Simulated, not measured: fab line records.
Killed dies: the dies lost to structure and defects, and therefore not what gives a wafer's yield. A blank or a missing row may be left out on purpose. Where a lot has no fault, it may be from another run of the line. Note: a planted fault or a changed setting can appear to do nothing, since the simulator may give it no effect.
Comparing a struck lot with a sound one / flow sky130 / 15 steps out of a route of 708
Sound: these wafers, L187.2, L187.3, L187.6. The struck wafers were L194.2, L194.3, L194.6. At the end, the cause is stated.
At each step with rows: each side's tool, then ch and its chambers, then its first start. Under that, the readings that differ: sound wafers / struck wafers / difference of the means / sigmas: that difference in standard deviations of wafers without a fault.
alike: a reading whose means differ by less than 2 such deviations, as well as words and numbers matching on both sides. not compared: withheld readings; readings where some wafer has no value; bounds like >300 that might hide an equal value; numbers whose values overlap and for which the record gives no deviation.
Wherever a step has rows on one side only, a row that says differs or no value, or a row with sigmas, the two part there. When numbers do not overlap yet have no deviation, they are printed without sigmas and do not part them. Lack of a reading on every wafer of one side parts them only where that side has two or more wafers.

SKY_LDD_HVP_OVL_MEAS_07:
  struck on overlay-01, day 25 03:51; sound on overlay-02, day 22 12:01
  alike: LDD_HVP_OVL
after that, 1 step had no rows for these wafers: SKY_LDD_HVP_IMPLANT_08.
SKY_LDD_HVP_STRIP_09: strips in O2/N2.
  sound on plasma_asher-03 ch 0,1, day 22 12:11; struck on plasma_asher-03 ch 1, day 25 04:02
  alike: drypump_motor_current_A, oes_product_au, strip_time_to_endpoint_s
  not compared: rf_hours_counter_h
SKY_LDD_HVP_TW_MEAS_10:
  struck on film_metro-04, day 25 04:08; sound on film_metro-03, day 22 12:18
  alike: LDD_HVP_TW
then, 7 steps without rows for these wafers: SKY_LDD_LDN_DEHYDRATE_00 (time 60 s); SKY_LDD_LDN_HMDS_01 (prime time 60 s); SKY_LDD_LDN_COAT_02 (resist thk 1140 nm); SKY_LDD_LDN_SOFTBAKE_03 (time 60 s); SKY_LDD_LDN_EXPOSE_04 (exposes mask LDNTM, target cd 700 nm); SKY_LDD_LDN_PEB_05; SKY_LDD_LDN_DEVELOP_06 (develop time 60 s).
SKY_LDD_LDN_OVL_MEAS_07:
  struck on overlay-01, day 26 08:42; sound on overlay-02, day 23 18:33
  alike: LDD_LDN_OVL
SKY_LDD_LDN_IMPLANT_08:
  sound on implanter-03 ch 0, day 23 18:36; struck on implanter-04 ch 0, day 26 08:45
reading=beam_energy_keV; sound=14.997 15.000 15.001; struck=15.710 15.702 15.710; difference=+0.708; sigmas=+99 or more
reading=model.implant.rp_nm (nm); sound=12.88 12.88 12.88; struck=13.29 13.29 13.29; difference=+0.41; sigmas=
reading=model.implant.drp_nm (nm); sound=5.933 5.933 5.933; struck=6.12 6.12 6.12; difference=+0.19; sigmas=
  alike: beam_on_s
after that, 1 step had no rows for these wafers: SKY_LDD_LDN_IMPLANT_09.
-- here the record skips 22 days between the struck wafers' starts before and after, leaving off in module LDD_LDN and picking up in module PAD_OPEN (first step shown: number 708 of the route) --
SKY_PAD_OPEN_PROBE_99:
  struck on prober-01, day 48 04:44; sound on prober-01, day 46 09:29
  alike: killed_at_M0_to_M3, killed_at_M4_up, killed_at_contacts, killed_at_front_end, killed_at_other, killed_dies, killed_on_rim, killed_open, killed_short

WHERE THEY PART
Only at SKY_LDD_LDN_IMPLANT_08, as far as this record shows. Later steps at which nothing parts them and some readings are alike: SKY_PAD_OPEN_PROBE_99.

WHY: what the simulator had put in
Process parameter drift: implanter-04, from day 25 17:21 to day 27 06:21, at SKY_LDD_LDN_IMPLANT_08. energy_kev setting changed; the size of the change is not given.
